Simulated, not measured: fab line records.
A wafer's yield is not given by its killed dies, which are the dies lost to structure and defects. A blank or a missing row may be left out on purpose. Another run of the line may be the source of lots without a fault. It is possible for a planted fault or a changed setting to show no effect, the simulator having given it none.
fab line records | flow sky130
[record] lots = 13 wafers = 39 last-day = 50
route steps=708 shown SONOS_ONO@186 LI_CONTACT@363 LOCAL_INTERCONNECT@387
lots with no fault: from the same line, run without faults
start-h: hours from the record's first day to the start of the lot's first wafer shown | wait-h: hours since the lot's step before | " same as the row above | L1.1+2: several wafers, shown together as one row | - no value present, or no start provided | * or withheld: withheld | < > ~ a bound
route shown NAME@n: names a module that has steps shown in the file, with the first one's number in the route | usual: the fault-free wafers' mean and standard deviation | same: alike in all rows | chamber/n: place in a boat | sites: readings site by site | _std_site: the values' standard deviation | _edge_site: outer sites' mean less inner sites' | radius-mm: for every site, how far away it sits from the centre of the wafer | mask NAME#n: copy n | behind: the most recent tool/chamber to have shaped the wafer | hold: reason for holding the lot/hours on hold/outcome of the hold | device: transistor that didn't switch, given as n, p or np | end of line: at the end of the route, the tests of the same wafers | a step without rows: its recipe alone | killed: the dies lost at the first sort to structure and to defects; this is not the yield of the wafer | map: a wafer's dies, x killed, . not, _ none there
set.NAME: the setting the step ran with; set.NAME@STEP: the setting that earlier step ran with | model.NAME: the simulator's own value behind a step, which no gauge read
the route's steps for a sample of lots (tables are steps, rows are wafers)
services: when a tool's chamber went out of use (start-h, in hours from the record's first day, below 0 if earlier), for how many hours, and the reason
[[steps]]
[step SKY_SONOS_ONO_WET_ETCH_18]
[recipe] chemistry = H3PO4 target-depth-nm = 15 target = Si3N4 temp-c = 160 time-s = 172
[usual] bath-guard-temp-C = 159.9/0.5 bath-heat-duty-pct = 25.6/2.4
// columns lot.wafer tool chamber start-h wait-h bath-guard-temp-C bath-heat-duty-pct
L676.1 wet-bench-01 1 287.20 0.1 160.0 24.8
L676.2 " 1 " " 159.9 22.8
L676.4 " 1 " " 160.4 22.2
L684.4 wet-bench-01 3 359.05 0.0 - -
L684.5 " 3 " " - -
L684.6 " 3 " " - -
L685.1 wet-bench-01 1 372.70 0.1 - -
L685.3 " 1 " " - -
L685.6 " 1 " " - -
L687.1 wet-bench-02 3 377.06 0.1 159.4 27.2
L687.2 " 3 " " 159.0 26.4
L687.4 " 3 " " 159.3 27.6
L688.1 wet-bench-01 3 388.45 0.1 159.9 28.4
L688.2 " 3 " " 159.5 26.7
L688.3 " 3 " " 160.0 26.7
L689.3 wet-bench-01 3 390.53 0.1 159.8 29.3
L689.4 " 3 " " 159.4 28.3
L689.5 " 3 " " 159.8 27.8
L691.1 wet-bench-01 3 418.24 0.1 159.4 28.4
L691.3 " 3 " " 159.9 28.5
L691.6 " 3 " " 159.5 28.1
L692.3 wet-bench-01 2 428.50 0.0 161.1 26.6
L692.5 " 2 " " 160.6 26.6
L692.6 " 2 " " 160.8 26.4
L693.1 wet-bench-04 2 431.94 0.1 159.5 22.5
L693.2 " 2 " " 159.6 24.1
L693.5 " 2 " " 159.6 24.3
L694.2 wet-bench-01 1 433.25 0.1 159.9 23.2
L694.5 " 1 " " 160.4 22.9
L694.6 " 1 " " 160.5 24.1
L695.1 wet-bench-01 0 444.44 0.1 160.1 21.3
L695.4 " 0 " " 160.2 21.7
L695.6 " 0 " " 160.3 21.9
L696.2 wet-bench-02 0 452.15 0.1 159.7 27.5
L696.3 " 0 " " 159.8 29.3
L696.6 " 0 " " 159.7 28.0
L698.1 wet-bench-02 0 468.68 0.1 160.1 27.0
L698.4 " 0 " " 160.0 25.8
L698.6 " 0 " " 160.0 28.6
[step SKY_LI_CONTACT_THK_MEAS_01]
[recipe] reads = PSG_of_LI_CONTACT_HDPCVD_00
[usual] LI_CONTACT_HDPCVD_THK = 928/10
// columns lot.wafer tool chamber start-h wait-h LI_CONTACT_HDPCVD_THK[nm]
L676.1 film-metro-01 - 655.29 0.1 918
L676.2 " - " " 923
L676.4 " - " " 918
L684.4 film-metro-01 - 728.32 0.0 924
L684.5 " - " " 932
L684.6 " - " " 933
L685.1 film-metro-01 - 737.17 0.1 949
L685.3 " - " " 931
L685.6 " - " " 938
L687.1 film-metro-01 - 742.43 0.1 942
L687.2 " - " " 955
L687.4 " - " " 939
L688.1 film-metro-03 - 752.60 0.1 933
L688.2 " - " " 949
L688.3 " - " " 951
L689.3 film-metro-03 - 756.05 0.1 921
L689.4 " - " " 923
L689.5 " - " " 932
L691.1 film-metro-03 - 780.43 0.1 919
L691.3 " - " " 920
L691.6 " - " " 913
L692.3 film-metro-04 - 789.81 0.1 948
L692.5 " - " " 930
L692.6 " - " " 944
L693.1 film-metro-04 - 790.80 0.1 932
L693.2 " - " " 924
L693.5 " - " " 932
L694.2 film-metro-04 - 795.86 0.1 920
L694.5 " - " " 927
L694.6 " - " " 922
L695.1 film-metro-03 - 801.35 0.1 914
L695.4 " - " " 923
L695.6 " - " " 922
L696.2 film-metro-04 - 811.36 0.1 921
L696.3 " - " " 908
L696.6 " - " " 908
L698.1 film-metro-03 - 821.41 0.1 931
L698.4 " - " " 932
L698.6 " - " " 944
[step SKY_LI_CONTACT_RS_MEAS_22]
[recipe] thk-meas-gauge = four-point-probe reads = W_of_LI_CONTACT_CVD_21+TiN_of_LI_CONTACT_SPUTTER_20+Ti_of_LI_CONTACT_SPUTTER_19
[usual] LI_CONTACT_W_RS = 0.284/0.0046
// columns lot.wafer tool chamber start-h wait-h LI_CONTACT_W_RS[ohm/sq]
L676.1 film-metro-04 - 684.83 0.1 0.291
L676.2 " - " " 0.282
L676.4 " - " " 0.280
L684.4 film-metro-01 - 756.29 0.1 0.278
L684.5 " - " " 0.286
L684.6 " - " " 0.276
L685.1 film-metro-03 - 764.58 0.1 0.285
L685.3 " - " " 0.285
L685.6 " - " " 0.275
L687.1 film-metro-03 - 770.28 0.1 0.287
L687.2 " - " " 0.282
L687.4 " - " " 0.280
L688.1 film-metro-03 - 780.64 0.1 0.280
L688.2 " - " " 0.288
L688.3 " - " " 0.280
L689.3 film-metro-04 - 784.72 0.1 0.281
L689.4 " - " " 0.283
L689.5 " - " " 0.283
L691.1 film-metro-01 - 807.88 0.1 0.287
L691.3 " - " " 0.288
L691.6 " - " " 0.287
L692.3 film-metro-01 - 816.87 0.1 0.278
L692.5 " - " " 0.278
L692.6 " - " " 0.290
L693.1 film-metro-03 - 818.40 0.1 0.284
L693.2 " - " " 0.289
L693.5 " - " " 0.287
L694.2 film-metro-03 - 823.97 0.1 0.279
L694.5 " - " " 0.291
L694.6 " - " " 0.282
L695.1 film-metro-01 - 828.48 0.1 0.277
L695.4 " - " " 0.285
L695.6 " - " " 0.277
L696.2 film-metro-01 - 838.60 0.1 0.285
L696.3 " - " " 0.285
L696.6 " - " " 0.290
L698.1 film-metro-01 - 848.95 0.1 0.277
L698.4 " - " " 0.277
L698.6 " - " " 0.278
[step SKY_LOCAL_INTERCONNECT_SPUTTER_00]
[recipe] material = TiN target-thk-nm = 100 temp-c = 300 power-w = 6500 time-s = 83.3 chamber-pressure-pa = 0.4
[usual] chamber-pressure-pa = 0.3999/0.00076 susceptor-temp-C = 300.00/0.19 throttle-valve-pct = 29.9/1.3
// columns lot.wafer tool chamber start-h wait-h chamber-pressure-pa susceptor-temp-C throttle-valve-pct
L676.1 pvd-sputter-04 - 685.36 0.1 0.3999 299.53 30.6
L676.2 " - " " 0.4000 299.74 31.8
L676.4 " - " " 0.4007 300.10 28.5
L684.4 pvd-sputter-04 - 756.71 0.1 0.4003 299.64 30.6
L684.5 " - " " 0.4006 300.21 28.5
L684.6 " - " " 0.4006 299.69 30.4
L685.1 pvd-sputter-03 - 765.06 0.1 0.3986 299.76 27.1
L685.3 " - " " 0.3994 299.88 31.1
L685.6 " - " " 0.4005 300.19 31.8
L687.1 pvd-sputter-03 - 770.76 0.1 0.4007 299.93 31.4
L687.2 " - " " 0.3994 299.87 29.5
L687.4 " - " " 0.4000 300.16 27.5
L688.1 pvd-sputter-01 - 781.12 0.2 0.4002 299.84 30.1
L688.2 " - " " 0.4003 300.03 30.2
L688.3 " - " " 0.4005 300.12 29.2
L689.3 pvd-sputter-03 - 785.16 0.2 0.4002 300.02 27.4
L689.4 " - " " 0.4009 300.11 31.2
L689.5 " - " " 0.4004 300.10 29.2
L691.1 pvd-sputter-03 - 808.36 0.1 0.3993 299.97 31.2
L691.3 " - " " 0.3996 299.84 29.2
L691.6 " - " " 0.4004 300.05 31.7
L692.3 pvd-sputter-03 - 817.31 0.1 0.4002 300.10 27.3
L692.5 " - " " 0.3991 300.17 29.3
L692.6 " - " " 0.3994 299.93 31.4
L693.1 pvd-sputter-04 - 819.13 0.1 0.4007 300.07 32.3
L693.2 " - " " 0.4001 300.21 28.5
L693.5 " - " " 0.4012 299.75 29.9
L694.2 pvd-sputter-01 - 824.43 0.2 0.3985 299.98 30.7
L694.5 " - " " 0.4001 300.02 30.3
L694.6 " - " " 0.4003 299.99 30.2
L695.1 pvd-sputter-04 - 828.96 0.1 0.3995 299.94 30.5
L695.4 " - " " 0.3995 299.95 32.1
L695.6 " - " " 0.3993 299.61 32.5
L696.2 pvd-sputter-01 - 839.06 0.1 0.3991 299.95 29.1
L696.3 " - " " 0.3984 300.31 30.8
L696.6 " - " " 0.3993 299.95 30.8
L698.1 pvd-sputter-03 - 849.43 0.1 0.3992 299.97 31.3
L698.4 " - " " 0.4003 300.19 31.2
L698.6 " - " " 0.3998 300.14 31.6
[[services]]
// columns tool chamber start-h hours kind
pvd-sputter-03 - 268.04 6.0 repair
wet-bench-01 - 288.84 1.3 repair
pvd-sputter-03 - 289.95 6.7 repair
wet-bench-02 - 312.51 5.2 repair
pvd-sputter-01 - 387.74 1.8 repair
pvd-sputter-03 - 406.28 13.1 repair
wet-bench-02 - 419.87 1.5 repair
pvd-sputter-04 - 426.73 8.8 repair
pvd-sputter-01 - 435.87 0.7 repair
pvd-sputter-03 - 454.05 8.3 repair
pvd-sputter-03 - 461.08 24.3 repair
pvd-sputter-03 - 497.61 6.0 repair
pvd-sputter-03 - 519.27 5.5 repair
pvd-sputter-01 - 558.29 2.7 repair
wet-bench-01 - 568.57 2.0 repair
pvd-sputter-01 - 581.22 2.7 repair
pvd-sputter-04 - 582.52 0.9 repair
wet-bench-02 - 669.19 4.4 pm
pvd-sputter-04 - 690.06 1.8 repair
pvd-sputter-03 - 731.19 6.5 repair
pvd-sputter-01 - 738.92 1.5 repair
pvd-sputter-03 - 804.69 3.0 repair
pvd-sputter-01 - 814.77 6.9 repair
pvd-sputter-03 - 821.93 4.1 repair
[[key]]
[first-sign] step = SKY_SONOS_ONO_WET_ETCH_18 reading = tool-record direction = missing
effect none on later readings
met-at SKY_SONOS_ONO_WET_ETCH_18
struck-lots L684,L685
tester-left-out L684,L685
not-acting-at SKY_LI_CONTACT_THK_MEAS_01,SKY_LI_CONTACT_RS_MEAS_22,SKY_LOCAL_INTERCONNECT_SPUTTER_00
onset-between 287.20 359.05
[fault] kind = skipped-step-whole tool = wet-bench-01 chamber = - onset-h = 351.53 steps = SKY_SONOS_ONO_WET_ETCH_18 scope = struck-lots-only
// tester-left-out: of these lots the tester's yield and bins aren't shown, on N5 and GAA mostly nor the transistor test; their killed dies are dies lost to structure and defects alone, not to doping, threshold or leakage, so they don't give the yield
